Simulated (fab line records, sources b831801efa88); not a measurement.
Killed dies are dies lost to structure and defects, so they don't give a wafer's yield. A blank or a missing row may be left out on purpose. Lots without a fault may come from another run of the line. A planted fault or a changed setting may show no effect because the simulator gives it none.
fab line records | flow sky130
record lots=5 wafers=15 last_day=49
route steps=708 shown VIA2@510 PAD_OPEN@708
lots that met no fault: from a run of the same line without faults
start_h: hours from the record's first day to the start of the lot's first wafer shown | wait_h: hours since the lot's step before | " the same as in the row above | L1.1+2: a row that stands for several wafers | - no value, or no start given | * or withheld: withheld | < > ~ a bound
route shown NAME@n: a module of which the file shows steps, and the number in the route of the first | usual: mean/standard deviation of fault-free wafers | same: alike in all rows | chamber/n: place in a boat | sites: the reading at each site | _std_site: their standard deviation | _edge_site: outer sites' mean less inner sites' | radius_mm: how far each site lies from the wafer's centre | mask NAME#n: copy n | behind: the tool/chamber that last shaped the wafer | hold: why the lot was held/for how many hours/how that ended | device: the transistor (n, p or np) that didn't switch | end of line: the same wafers' tests at the end of the route | a step without rows: its recipe alone | killed: dies lost to structure and defects at the first sort, not the wafer's yield | map: a wafer's dies, x killed, . not, _ none there
set.NAME: the setting as run; set.NAME@STEP: as run at that earlier step | model.NAME: the simulator's own value behind a step, which no gauge read
lots at some steps of the route; a table a step, a row a wafer
services: from which hour (start_h, from the record's first day; less than 0 if before it) a tool's chamber was out of use, for how many hours, and why
## steps
# step SKY_VIA2_BOW_MEAS_03
# recipe mode=bow
# usual VIA2_BOW=86/7.1
# columns lot.wafer tool chamber start_h wait_h VIA2_BOW[um]
L746.1 film_metro-02 - 831.00 0.2 93
L746.2 " - " " 87
L746.3 " - " " 97
L758.1 film_metro-01 - 911.74 0.1 88
L758.2 " - " " 79
L758.4 " - " " 97
L762.3 film_metro-03 - 955.19 0.2 77
L762.4 " - " " 77
L762.6 " - " " 89
L763.2 film_metro-03 - 958.63 0.1 78
L763.5 " - " " 85
L763.6 " - " " 89
L765.2 film_metro-01 - 962.08 0.2 91
L765.3 " - " " 92
L765.5 " - " " 84
# step SKY_VIA2_DEHYDRATE_04
# recipe temp_c=200 time_s=60
# step SKY_VIA2_HMDS_05
# recipe prime_time_s=60 prime_temp_c=120
# step SKY_VIA2_COAT_06
# recipe resist=BARC temp_c=withheld time_s=withheld spin_rpm=3000 resist_thk_nm=60
# step SKY_VIA2_COAT_07
# recipe resist=KrF-thick spin_rpm=3000 resist_thk_nm=450
# step SKY_VIA2_SOFTBAKE_08
# recipe temp_c=100 time_s=90 resist=KrF-thick
# step SKY_VIA2_EXPOSE_09
# recipe mask_id=VIM2 na=0.8 source_shape=annular sigma_inner=0.55 sigma_outer=0.85 target_cd_nm=200 dose_mj=38
# step SKY_VIA2_PEB_10
# recipe peb_temp_c=withheld peb_time_s=withheld resist=KrF-thick
# step SKY_VIA2_DEVELOP_11
# recipe develop_time_s=60 resist=KrF-thick dev_temp_c=21
# step SKY_VIA2_CD_MEAS_12
# recipe target_cd_nm=200
# usual cd_nm=200.3/1.4
# columns lot.wafer tool chamber start_h wait_h cd_nm
L746.1 cd_sem-02 - 855.98 - 200.1
L746.2 " - " " 199.6
L746.3 " - " " 200.1
L758.1 cd_sem-02 - 936.24 - 199.4
L758.2 " - " " 200.3
L758.4 " - " " 198.7
L762.3 cd_sem-01 - 979.83 - 199.7
L762.4 " - " " 200.7
L762.6 " - " " 199.2
L763.2 cd_sem-01 - 982.71 - 200.8
L763.5 " - " " 201.2
L763.6 " - " " 201.4
L765.2 cd_sem-01 - 986.01 - 199.6
L765.3 " - " " 200.0
L765.5 " - " " 198.9
# step SKY_VIA2_OVL_MEAS_13
# usual VIA2_OVL=-1/4.8
# columns lot.wafer tool chamber start_h wait_h VIA2_OVL[nm]
L746.1 overlay-02 - 856.10 0.1 -6
L746.2 " - " " -8
L746.3 " - " " -14
L758.1 overlay-01 - 936.36 0.1 5
L758.2 " - " " 6
L758.4 " - " " 7
L762.3 overlay-02 - 979.92 0.1 -2
L762.4 " - " " 5
L762.6 " - " " 5
L763.2 overlay-01 - 982.81 0.1 -6
L763.5 " - " " -10
L763.6 " - " " -4
L765.2 overlay-02 - 986.11 0.1 0
L765.3 " - " " 1
L765.5 " - " " 5
# step SKY_VIA2_ETCH_14
# recipe chemistry=N2/H2 target=BARC ion_energy_ev=200 source_w=500 bias_w=100 pressure_mtorr=30 n2_flow_sccm=100 h2_flow_sccm=200 stop_on=SiO2 time_s=47.49 target_depth_a=600
# usual drypump_motor_current_A=5.8/0.46 oes_product_au=0.847/0.0047 throttle_valve_pct=13.223/0.0092
# columns lot.wafer tool chamber start_h wait_h drypump_motor_current_A oes_product_au rf_hours_counter_h throttle_valve_pct
L746.1 rie_diel-01 1 856.13 0.0 5.7 0.842 3 13.219
L746.2 " 2 " " 6.1 0.850 11 13.223
L746.3 " 3 " " 6.7 0.854 13 13.219
L758.1 rie_diel-01 1 936.39 0.0 5.7 0.850 5 13.228
L758.2 " 3 " " 6.7 0.853 16 13.222
L758.4 " 2 " " 6.1 0.844 13 13.238
L762.3 rie_diel-03 2 979.94 0.0 5.0 0.837 8 13.219
L762.4 " 1 " " 5.3 0.849 19 13.225
L762.6 " 2 " " 5.0 0.845 - 13.212
L763.2 rie_diel-03 1 982.84 0.0 5.3 0.847 19 13.214
L763.5 " 2 " " 5.1 0.847 - 13.236
L763.6 " 1 " " 5.3 0.842 - 13.218
L765.2 rie_diel-04 0 986.14 0.0 6.1 0.856 12 13.237
L765.3 " 2 " " 5.7 0.847 8 13.232
L765.5 " 3 " " 5.6 0.849 - 13.220
# step SKY_VIA2_ETCH_15
# recipe target=SiO2 chemistry=C4F8/O2/Ar target_depth_nm=546 stop_on=TiN mask_material=KrF-thick source_w=1500 bias_w=1200 pressure_mtorr=40 c4f8_flow_sccm=withheld O2_flow_sccm=6 Ar_flow_sccm=300 time_s=84
# usual bias_w=1200/3.9 oes_product_au=0.939/0.0049
# columns lot.wafer tool chamber start_h wait_h bias_w oes_product_au rf_hours_counter_h model.KrF-thick_of_VIA2_COAT_07.thk_nm model.VIA2.feature_depth_nm model.TiN_of_METAL2_SPUTTER_04.thk_nm
L746.1 rie_diel-01 1 856.17 0.0 1202 0.928 3 279.7 494.4 69.98
L746.2 " 2 " " 1198 0.950 11 281 496.4 68.88
L746.3 " 3 " " 1200 0.943 13 279.2 496.6 69.72
L758.1 rie_diel-01 1 936.43 0.0 1201 0.939 6 278.6 494.4 69.09
L758.2 " 3 " " 1198 0.943 16 279 493.6 69.64
L758.4 " 2 " " 1196 0.940 13 225.4 503.1 60.74
L762.3 rie_diel-03 2 979.98 0.0 1206 0.937 8 280.8 493.9 68.64
L762.4 " 1 " " 1203 0.929 19 281.2 494.9 68.92
L762.6 " 2 " " 1199 0.934 - 282.3 493.4 68.6
L763.2 rie_diel-03 1 982.88 0.0 1198 0.943 19 282.2 495.6 69.84
L763.5 " 2 " " 1203 0.937 - 283.1 495.5 69.52
L763.6 " 1 " " 1202 0.936 - 283.6 494.3 70.07
L765.2 rie_diel-04 0 986.18 0.0 1198 0.943 12 281.2 496.4 68.33
L765.3 " 2 " " 1204 0.940 8 281.4 496.7 68.6
L765.5 " 3 " " 1205 0.941 - 282.3 495 68.98
# step SKY_VIA2_STRIP_16
# recipe chemistry=O2/N2 power_w=1400 pressure_mtorr=1500 platen_temp_c=withheld o2_flow_sccm=3000 n2_flow_sccm=300 overash_fraction=0.5
# usual drypump_motor_current_A=5.9/0.5 oes_product_au=0.397/0.0045 strip_time_to_endpoint_s=4.020/0.023
# columns lot.wafer tool chamber start_h wait_h drypump_motor_current_A oes_product_au rf_hours_counter_h strip_time_to_endpoint_s
L746.1 plasma_asher-04 0 856.24 0.0 6.1 0.393 42 4.017
L746.2 " 1 " " 5.1 0.410 42 4.017
L746.3 " 1 " " 5.1 0.394 - 4.008
L758.1 plasma_asher-01 0 936.50 0.0 5.5 0.407 85 4.002
L758.2 " 1 " " 6.5 0.397 85 4.013
L758.4 " 0 " " 5.5 0.373 - 3.420
L762.3 plasma_asher-02 0 980.08 0.1 5.4 0.399 - 4.023
L762.4 " 1 " " 6.4 0.396 - 4.042
L762.6 " 1 " " 6.4 0.395 - 4.045
L763.2 plasma_asher-02 0 982.95 0.0 5.4 0.397 22 4.036
L763.5 " 0 " " 5.4 0.404 - 4.045
L763.6 " 1 " " 6.5 0.398 - 4.061
L765.2 plasma_asher-04 0 986.25 0.0 6.1 0.394 56 4.032
L765.3 " 0 " " 6.1 0.392 - 4.027
L765.5 " 1 " " 5.1 0.393 - 4.037
# step SKY_VIA2_STRIP_17
# recipe chemistry=post_etch_residue_remover time_s=1200 temp_c=72.5
# step SKY_PAD_OPEN_PROBE_99
# usual defect_limited_yield=82.5/1.8 killed_at_M0_to_M3=43/5.9 killed_at_M4_up=3.3/1.9 killed_at_contacts=24/5.6 killed_at_front_end=15/4.1 killed_at_other=0.4/0.66 killed_dies=86/9 killed_open=47/6.9 killed_short=39/6.2 sort_bin_3_pad_short=0.9/0.45 sort_bin_5_function=10.3/1.4 sort_bin_6_memory=6.3/1.2 sort_n_pass=406/9 sort_yield_pct=82.5/1.8
# same gross_dies=492 killed_at_back_side=0 sort_bin_4_leakage[%]=0 sort_bin_8_speed[%]=0
# columns lot.wafer tool chamber start_h wait_h defect_limited_yield[%] killed_at_M0_to_M3 killed_at_M4_up killed_at_contacts killed_at_front_end killed_at_other killed_dies killed_open killed_short sort_bin_3_pad_short[%] sort_bin_5_function[%] sort_bin_6_memory[%] sort_n_pass sort_yield_pct[%]
L746.1 prober-02 - 1081.70 0.1 83.1 42 1 27 13 0 83 36 46 0.8 10.6 5.5 409 83.1
L746.2 prober-02 - 1081.75 0.1 80.9 40 4 29 21 0 94 40 54 0.8 10.4 7.9 398 80.9
L746.3 prober-02 - 1081.80 0.2 83.5 37 3 23 18 0 81 47 33 0.6 9.1 6.7 411 83.5
L762.3 prober-02 - 1176.78 0.2 80.9 51 2 26 14 1 94 42 50 1.8 8.9 8.3 398 80.9
L762.4 prober-02 - 1176.83 0.2 85.0 31 2 28 13 0 74 38 35 0.2 9.3 5.5 418 85.0
L762.6 prober-02 - 1176.93 0.2 84.6 38 5 22 10 1 76 39 35 0.8 8.3 6.3 416 84.6
L763.2 prober-02 - 1179.67 0.1 83.7 39 1 27 13 0 80 40 40 1.0 9.1 6.1 412 83.7
L763.5 prober-02 - 1179.82 0.2 83.9 40 4 15 20 0 79 42 37 0.8 7.5 7.7 413 83.9
L763.6 prober-02 - 1179.87 0.2 82.5 42 0 24 19 1 86 49 36 0.4 10.4 6.7 406 82.5
# killed by level:class
L746.1 CONTACT:geometric_particle:open=9 CONTACT:geometric_particle:short=7 VIA3:geometric_particle:short=7 VIA2:geometric_particle:open=6 METAL2:geometric_particle:short=6 METAL1:geometric_particle:short=5 VIA1:geometric_particle:open=5 LOCAL_INTERCONNECT:geometric_particle:short=4
L746.2 VIA1:geometric_particle:open=13 LOCAL_INTERCONNECT:geometric_particle:short=8 CONTACT:geometric_particle:open=7 POLY_GATE:geometric_particle:open=6 VIA1:geometric_particle:short=6 FIELD_ISO:geometric_particle:short=5 LI_CONTACT:geometric_particle:open=5 CONTACT:geometric_particle:short=5
L746.3 VIA1:geometric_particle:open=10 CONTACT:geometric_particle:open=8 POLY_GATE:geometric_particle:open=6 LI_CONTACT:geometric_particle:open=6 METAL2:geometric_particle:short=6 CONTACT:geometric_particle:short=5 VIA3:geometric_particle:open=5 POLY_GATE:geometric_particle:short=4
L762.3 CONTACT:geometric_particle:open=11 VIA1:geometric_particle:open=10 METAL1:geometric_particle:short=7 VIA2:geometric_particle:short=5 METAL2:geometric_particle:short=5 VIA3:geometric_particle:open=5 FIELD_ISO:geometric_particle:short=4 LI_CONTACT:geometric_particle:short=4
L762.4 METAL2:geometric_particle:short=8 CONTACT:geometric_particle:open=7 LI_CONTACT:geometric_particle:open=6 CONTACT:geometric_particle:short=6 LOCAL_INTERCONNECT:geometric_particle:short=5 FIELD_ISO:geometric_particle:open=4 FIELD_ISO:geometric_particle:short=4 VIA1:geometric_particle:open=4
L762.6 CONTACT:geometric_particle:open=7 LI_CONTACT:geometric_particle:open=7 VIA3:geometric_particle:open=7 VIA3:geometric_particle:short=7 VIA1:geometric_particle:open=6 VIA2:geometric_particle:open=6 CONTACT:geometric_particle:short=5 METAL4:geometric_particle:short=4
L763.2 CONTACT:geometric_particle:open=12 VIA1:geometric_particle:open=9 LI_CONTACT:geometric_particle:open=7 METAL1:geometric_particle:short=5 POLY_GATE:geometric_particle:open=5 METAL2:geometric_particle:short=5 VIA3:geometric_particle:short=4 VIA2:geometric_particle:open=4
L763.5 FIELD_ISO:geometric_particle:open=8 VIA1:geometric_particle:open=8 VIA2:geometric_particle:open=7 METAL1:geometric_particle:short=6 VIA2:geometric_particle:short=5 POLY_GATE:geometric_particle:open=4 LI_CONTACT:geometric_particle:open=4 CONTACT:geometric_particle:open=4
L763.6 VIA1:geometric_particle:open=13 LI_CONTACT:geometric_particle:open=9 FIELD_ISO:geometric_particle:short=7 VIA2:geometric_particle:open=7 VIA3:geometric_particle:open=6 LOCAL_INTERCONNECT:geometric_particle:short=5 CONTACT:geometric_particle:open=5 VIA1:geometric_particle:short=5
## services
# columns tool chamber start_h hours kind
plasma_asher-01 - 837.06 2.1 repair
rie_diel-03 2 847.44 4.3 repair
rie_diel-03 0 866.41 - clean
rie_diel-03 0 866.41 28.2 scheduled_down
rie_diel-03 0 866.41 28.2 vent_cycle
rie_diel-04 1 866.96 8.7 repair
rie_diel-01 - 890.20 2.8 pm
plasma_asher-02 - 896.95 15.6 pm
rie_diel-04 - 903.27 0.1 repair
rie_diel-03 - 905.57 2.8 pm
rie_diel-04 2 913.45 8.2 repair
rie_diel-01 0 916.82 5.6 repair
plasma_asher-01 - 958.02 2.6 repair
plasma_asher-01 - 963.67 7.7 repair
rie_diel-03 - 984.63 14.6 pm
## key
first_sign step=SKY_VIA2_STRIP_16 reading=strip_time_to_endpoint_s direction=down sigmas=26 usual=* struck=*
effect step=SKY_VIA2_STRIP_16 reading=oes_product_au direction=down sigmas=5.5 usual=0.397 struck=0.373
model_effect step=SKY_VIA2_ETCH_15 value=KrF-thick_of_VIA2_COAT_07.thk_nm without=279.3 struck=225.4
met_at SKY_VIA2_ETCH_15
struck_wafers L758.4
onset_between 856.17 936.43
fault kind=process_parameter_drift tool=rie_diel-01 chamber=2 onset_h=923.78 steps=SKY_VIA2_ETCH_15 channel=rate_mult offset=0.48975 shape=step end_h=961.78
